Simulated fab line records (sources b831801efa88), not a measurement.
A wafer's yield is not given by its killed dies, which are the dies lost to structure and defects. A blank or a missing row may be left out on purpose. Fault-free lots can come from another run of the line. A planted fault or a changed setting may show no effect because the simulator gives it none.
fab line records	flow gf180mcu
[record] lots = 5	wafers = 15	last-day = 33
route steps=602 shown STI@29 DNWELL@32 NWELL@42
lots untouched by any fault: they come from a run of this same line in which no faults occurred
start-h: start of the lot's first displayed wafer, in hours after the record's first day	wait-h: hours elapsed since this lot's preceding step	" unchanged from the row above	L1.1+2: one row covering several wafers at once	- no value, or no start was given	* or withheld: withheld	< > ~ a bound
route shown NAME@n: a module of which the file shows steps, and the number in the route of the first	usual: average and standard deviation across the fault-free wafers	same: alike in all rows	chamber/n: place in a boat	sites: each site's reading	_std_site: their standard deviation	_edge_site: outer sites' mean less inner sites'	radius-mm: for every site, how far away it sits from the centre of the wafer	mask NAME#n: copy n	behind: the most recent tool/chamber to have shaped the wafer	hold: why the lot was held/for how many hours/how that ended	device: names the non-switching transistor (n, p or np)	end of line: at the end of the route, the tests of the same wafers	a step with no rows: only its recipe	killed: at the first sort, the dies lost to defects and structure; wafer yield is something else	map: the dies of a wafer, with x for killed, . for not killed, _ for no die there
set.NAME: the setting that was run; set.NAME@STEP: the one run at that earlier step	model.NAME: the simulator's own value behind a step, which no gauge read
lots at selected steps of the route; one table per step, one row per wafer
services: from which hour (start-h, from the record's first day; less than 0 if before it) a tool's chamber was out of use, for how many hours, and why
[[steps]]
[step GF_STI_WET_ETCH_28]
[recipe] chemistry = dHF	target-depth-nm = 20	dry = ipa-marangoni	target = SiO2	temp-c = 25	dilution = 10:1	time-s = 40
lot.wafer	tool	chamber	start-h	wait-h
L074.1+2+5	wet-bench-01	2	28.60	0.0
L075.1+2+5	wet-bench-04	3	36.12	0.0
L080.1+2+6	wet-bench-04	1	59.46	0.0
L081.1+3+4	wet-bench-01	2	64.47	0.0
L091.1+4+6	wet-bench-01	3	115.72	0.0
[step GF_STI_OXIDATION_29]
[recipe] temp-c = 900	ambient = O2	stabilise-s = 600	purge-s = 300	target-thk-a = 100	ox-time-s = 1418
[usual] spike-tc-bottom-C = 916.7/2
[same] stabilise-s = 600
lot.wafer	tool	chamber	start-h	wait-h	spike-tc-bottom-C
L074.1	furnace-02	0	30.05	1.4	915.8
L074.2	"	0	"	"	915.9
L074.5	"	0	"	"	917.4
L075.1	furnace-02	0	36.92	0.8	916.4
L075.2	"	0	"	"	915.3
L075.5	"	0	"	"	918.3
L080.1	furnace-01	0	59.48	0.0	919.3
L080.2	"	0	"	"	919.3
L080.6	"	0	"	"	918.1
L081.1	furnace-01	0	64.95	0.5	919.5
L081.3	"	0	"	"	918.3
L081.4	"	0	"	"	920.5
L091.1	furnace-02	0	116.51	0.8	915.8
L091.4	"	0	"	"	916.0
L091.6	"	0	"	"	915.2
[step GF_STI_THK_MEAS_30]
[recipe] reads = SiO2_of_STI_OXIDATION_29
[usual] STI_OXIDATION_02_THK = 10.10/0.15
lot.wafer	tool	chamber	start-h	wait-h	STI_OXIDATION_02_THK[nm]
L074.1	film-metro-04	-	31.44	0.0	10.32
L074.2	"	-	"	"	10.15
L074.5	"	-	"	"	10.23
L075.1	film-metro-04	-	38.32	0.0	10.05
L075.2	"	-	"	"	10.25
L075.5	"	-	"	"	9.87
L080.1	film-metro-04	-	60.88	0.0	10.29
L080.2	"	-	"	"	10.49
L080.6	"	-	"	"	10.30
L081.1	film-metro-03	-	66.34	0.0	9.97
L081.3	"	-	"	"	9.99
L081.4	"	-	"	"	10.03
L091.1	film-metro-01	-	117.91	0.0	10.07
L091.4	"	-	"	"	10.12
L091.6	"	-	"	"	10.18
[step GF_DNWELL_DEHYDRATE_00]
[recipe] temp-c = 200	time-s = 60
[usual] plate-temp-C = 199.99/0.18
lot.wafer	tool	chamber	start-h	wait-h	plate-temp-C
L074.1	litho-track-03	0	36.84	5.4	199.91
L074.2	"	0	"	"	199.93
L074.5	"	0	"	"	199.97
L075.1	litho-track-01	0	43.85	5.5	200.16
L075.2	"	0	"	"	200.30
L075.5	"	0	"	"	200.05
L080.1	litho-track-03	0	66.99	6.1	200.09
L080.2	"	0	"	"	200.05
L080.6	"	0	"	"	200.05
L081.1	litho-track-03	0	72.19	5.8	199.79
L081.3	"	0	"	"	199.97
L081.4	"	0	"	"	199.73
L091.1	litho-track-03	0	124.64	6.7	199.77
L091.4	"	0	"	"	199.99
L091.6	"	0	"	"	200.14
[step GF_DNWELL_HMDS_01]
[recipe] prime-time-s = 60	prime-temp-c = 120
lot.wafer	tool	chamber	start-h	wait-h
L074.1+2+5	litho-track-03	0	36.99	0.1
L075.1+2+5	litho-track-01	0	44.00	0.1
L080.1+2+6	litho-track-03	0	67.14	0.1
L081.1+3+4	litho-track-03	0	72.34	0.1
L091.1+4+6	litho-track-03	0	124.79	0.1
[step GF_DNWELL_COAT_02]
[recipe] spin-rpm = 2000	resist-thk-nm = 3000
lot.wafer	tool	chamber	start-h	wait-h
L074.1+2+5	litho-track-03	0	37.14	0.1
L075.1+2+5	litho-track-01	0	44.15	0.1
L080.1+2+6	litho-track-03	0	67.29	0.1
L081.1+3+4	litho-track-03	0	72.49	0.1
L091.1+4+6	litho-track-03	0	124.94	0.1
[step GF_DNWELL_SOFTBAKE_03]
[recipe] temp-c = 110	time-s = withheld
[usual] plate-temp-C = 110.00/0.12
lot.wafer	tool	chamber	start-h	wait-h	plate-temp-C
L074.1	litho-track-03	0	37.29	0.1	110.25
L074.2	"	0	"	"	110.15
L074.5	"	0	"	"	110.09
L075.1	litho-track-01	0	44.30	0.1	109.94
L075.2	"	0	"	"	109.91
L075.5	"	0	"	"	110.06
L080.1	litho-track-03	0	67.44	0.1	109.99
L080.2	"	0	"	"	109.87
L080.6	"	0	"	"	109.80
L081.1	litho-track-03	0	72.64	0.1	110.13
L081.3	"	0	"	"	110.10
L081.4	"	0	"	"	110.13
L091.1	litho-track-03	0	125.09	0.1	109.88
L091.4	"	0	"	"	109.96
L091.6	"	0	"	"	109.91
[step GF_DNWELL_EXPOSE_04]
[recipe] mask-id = DNWELL	target-cd-nm = 1700	na = 0.6	source-shape = conventional	sigma-outer = 0.6	dose-mj = 260
[usual] stage-vel-mm-s = 499.94/0.25
lot.wafer	tool	chamber	start-h	wait-h	mask	stage-vel-mm-s
L074.1	iline-stepper-01	0	-	-	DNWELL#0	499.99
L074.2	"	0	"	"	DNWELL#0	499.93
L074.5	"	0	"	"	DNWELL#0	499.92
L075.1	iline-stepper-02	0	-	-	DNWELL#0	499.38
L075.2	"	0	"	"	DNWELL#0	499.66
L075.5	"	0	"	"	DNWELL#0	499.72
L080.1	iline-stepper-02	0	-	-	DNWELL#0	499.74
L080.2	"	0	"	"	DNWELL#0	500.22
L080.6	"	0	"	"	DNWELL#0	500.08
L081.1	iline-stepper-02	0	-	-	DNWELL#0	499.88
L081.3	"	0	"	"	DNWELL#0	499.72
L081.4	"	0	"	"	DNWELL#0	499.80
L091.1	iline-stepper-02	0	-	-	DNWELL#0	499.94
L091.4	"	0	"	"	DNWELL#0	499.59
L091.6	"	0	"	"	DNWELL#0	499.67
[step GF_DNWELL_PEB_05]
[recipe] temp-c = 115	time-s = withheld
[usual] plate-temp-C = 114.97/0.13
lot.wafer	tool	chamber	start-h	wait-h	plate-temp-C
L074.1	litho-track-04	0	-	-	114.81
L074.2	"	0	"	"	114.78
L074.5	"	0	"	"	114.82
L075.1	litho-track-01	0	-	-	114.98
L075.2	"	0	"	"	115.11
L075.5	"	0	"	"	115.05
L080.1	litho-track-03	0	-	-	114.70
L080.2	"	0	"	"	114.99
L080.6	"	0	"	"	114.77
L081.1	litho-track-01	0	-	-	114.94
L081.3	"	0	"	"	115.14
L081.4	"	0	"	"	114.91
L091.1	litho-track-03	0	-	-	115.02
L091.4	"	0	"	"	114.92
L091.6	"	0	"	"	114.81
[step GF_DNWELL_DEVELOP_06]
[recipe] wall-angle-deg = 90	develop-time-s = 60	dev-temp-c = 23
lot.wafer	tool	chamber	start-h	wait-h
L074.1+2+5	litho-track-04	0	-	-
L075.1+2+5	litho-track-01	0	-	-
L080.1+2+6	litho-track-03	0	-	-
L081.1+3+4	litho-track-01	0	-	-
L091.1+4+6	litho-track-03	0	-	-
[step GF_DNWELL_IMPLANT_07]
[recipe] species = P	energy-kev = 1500	dose-cm2 = 1e+13	tilt-deg = 0
lot.wafer	tool	chamber	start-h	wait-h
L074.1+2+5	implanter-04	0	43.52	-
L075.1+2+5	implanter-01	0	50.95	-
L080.1+2+6	implanter-03	0	73.89	-
L081.1+3+4	implanter-01	0	79.40	-
L091.1+4+6	implanter-01	0	132.19	-
[step GF_DNWELL_STRIP_08]
[recipe] chemistry = O2/N2	power-w = 1400	pressure-mtorr = 1500	platen-temp-c = 250	o2-flow-sccm = 3000	n2-flow-sccm = 300	overash-fraction = 0.5
[usual] drypump-motor-current-A = 6.1/0.51	heater-power-w = 331/14	oes-product-au = 0.723/0.0045	strip-time-to-endpoint-s = 36.95/0.11
lot.wafer	tool	chamber	start-h	wait-h	drypump-motor-current-A	heater-power-w	oes-product-au	rf-hours-counter-h	strip-time-to-endpoint-s
L074.1	plasma-asher-02	1	43.67	0.1	6.2	357	0.722	43	36.82
L074.2	"	0	"	"	6.7	313	0.724	43	36.99
L074.5	"	0	"	"	6.7	317	0.718	-	36.94
L075.1	plasma-asher-03	0	51.10	0.1	5.3	323	0.707	27	37.07
L075.2	"	1	"	"	6.5	342	0.721	27	37.09
L075.5	"	0	"	"	5.3	312	0.725	-	37.07
L080.1	plasma-asher-02	1	74.04	0.1	6.3	351	0.725	46	37.16
L080.2	"	0	"	"	6.7	329	0.721	46	37.00
L080.6	"	1	"	"	6.3	343	0.719	-	37.00
L081.1	plasma-asher-03	0	79.55	0.1	5.3	316	0.725	30	36.87
L081.3	"	1	"	"	6.5	339	0.717	-	36.93
L081.4	"	0	"	"	5.3	321	0.723	-	36.79
L091.1	plasma-asher-03	1	132.34	0.1	6.4	339	0.723	35	37.15
L091.4	"	0	"	"	5.3	314	0.726	-	37.05
L091.6	"	0	"	"	5.3	319	0.721	-	36.99
[step GF_DNWELL_TW_MEAS_09]
[usual] DNWELL_TW = 1361/9.9
lot.wafer	tool	chamber	start-h	wait-h	DNWELL_TW
L074.1	film-metro-02	-	43.77	0.1	1355
L074.2	"	-	"	"	1355
L074.5	"	-	"	"	1351
L075.1	film-metro-02	-	51.20	0.1	1348
L075.2	"	-	"	"	1361
L075.5	"	-	"	"	1355
L080.1	film-metro-02	-	74.14	0.1	1367
L080.2	"	-	"	"	1371
L080.6	"	-	"	"	1365
L081.1	film-metro-04	-	79.65	0.1	1362
L081.3	"	-	"	"	1364
L081.4	"	-	"	"	1362
L091.1	film-metro-03	-	132.44	0.1	1357
L091.4	"	-	"	"	1348
L091.6	"	-	"	"	1353
[step GF_NWELL_DEHYDRATE_00]
[recipe] temp-c = 200	time-s = 60
[usual] plate-temp-C = 200.04/0.14
lot.wafer	tool	chamber	start-h	wait-h	plate-temp-C
L074.1	litho-track-04	0	49.52	5.7	199.88
L074.2	"	0	"	"	199.94
L074.5	"	0	"	"	200.12
L075.1	litho-track-01	0	56.70	5.5	199.88
L075.2	"	0	"	"	199.89
L075.5	"	0	"	"	199.83
L080.1	litho-track-02	0	79.99	5.8	199.95
L080.2	"	0	"	"	199.95
L080.6	"	0	"	"	199.85
L081.1	litho-track-02	0	85.34	5.7	200.27
L081.3	"	0	"	"	199.98
L081.4	"	0	"	"	199.91
L091.1	litho-track-01	0	139.45	7.0	200.16
L091.4	"	0	"	"	200.12
L091.6	"	0	"	"	200.36
[step GF_NWELL_HMDS_01]
[recipe] prime-time-s = 60	prime-temp-c = 120
lot.wafer	tool	chamber	start-h	wait-h
L074.1+2+5	litho-track-04	0	49.67	0.1
L075.1+2+5	litho-track-01	0	56.85	0.1
L080.1+2+6	litho-track-02	0	80.14	0.1
L081.1+3+4	litho-track-02	0	85.49	0.1
L091.1+4+6	litho-track-01	0	139.60	0.1
[step GF_NWELL_COAT_02]
[recipe] spin-rpm = 2000	resist-thk-nm = 3000
lot.wafer	tool	chamber	start-h	wait-h
L074.1+2+5	litho-track-04	0	49.82	0.1
L075.1+2+5	litho-track-01	0	57.00	0.1
L080.1+2+6	litho-track-02	0	80.29	0.1
L081.1+3+4	litho-track-02	0	85.64	0.1
L091.1+4+6	litho-track-01	0	139.75	0.1
[step GF_NWELL_SOFTBAKE_03]
[recipe] temp-c = 110	time-s = withheld
[usual] plate-temp-C = 109.99/0.14
lot.wafer	tool	chamber	start-h	wait-h	plate-temp-C
L074.1	litho-track-04	0	49.97	0.1	110.03
L074.2	"	0	"	"	109.78
L074.5	"	0	"	"	110.27
L075.1	litho-track-01	0	57.15	0.1	109.92
L075.2	"	0	"	"	109.94
L075.5	"	0	"	"	110.12
L080.1	litho-track-02	0	80.44	0.1	110.08
L080.2	"	0	"	"	109.95
L080.6	"	0	"	"	109.98
L081.1	litho-track-02	0	85.79	0.1	109.93
L081.3	"	0	"	"	110.09
L081.4	"	0	"	"	110.03
L091.1	litho-track-01	0	139.90	0.1	109.94
L091.4	"	0	"	"	110.02
L091.6	"	0	"	"	109.81
[[services]]
tool	chamber	start-h	hours	kind
implanter-04	-	8.36	1.8	repair
iline-stepper-01	-	14.35	1.7	pm
furnace-01	-	19.04	5.9	repair
implanter-01	-	20.30	3.5	pm
implanter-04	-	31.61	0.9	repair
plasma-asher-03	-	35.06	2.8	pm
iline-stepper-01	-	55.83	10.9	repair
plasma-asher-02	-	58.63	1.4	repair
implanter-01	-	60.92	0.9	repair
furnace-01	-	77.00	2.9	pm
implanter-03	-	84.95	5.9	repair
wet-bench-04	-	97.71	2.8	repair
litho-track-04	-	98.68	-	consumable-replace:filter
implanter-03	-	108.42	3.7	pm
plasma-asher-02	-	108.75	9.0	pm
plasma-asher-02	0	108.75	9.0	vent-cycle
plasma-asher-02	1	108.75	9.0	vent-cycle
implanter-04	-	115.04	11.6	repair
iline-stepper-02	-	117.54	0.8	pm
furnace-02	-	119.46	14.1	pm
iline-stepper-02	-	131.70	1.7	pm
furnace-01	-	134.00	3.4	pm
implanter-04	-	135.41	5.5	repair
iline-stepper-02	0	137.26	-	calibration
[[key]]
fault none
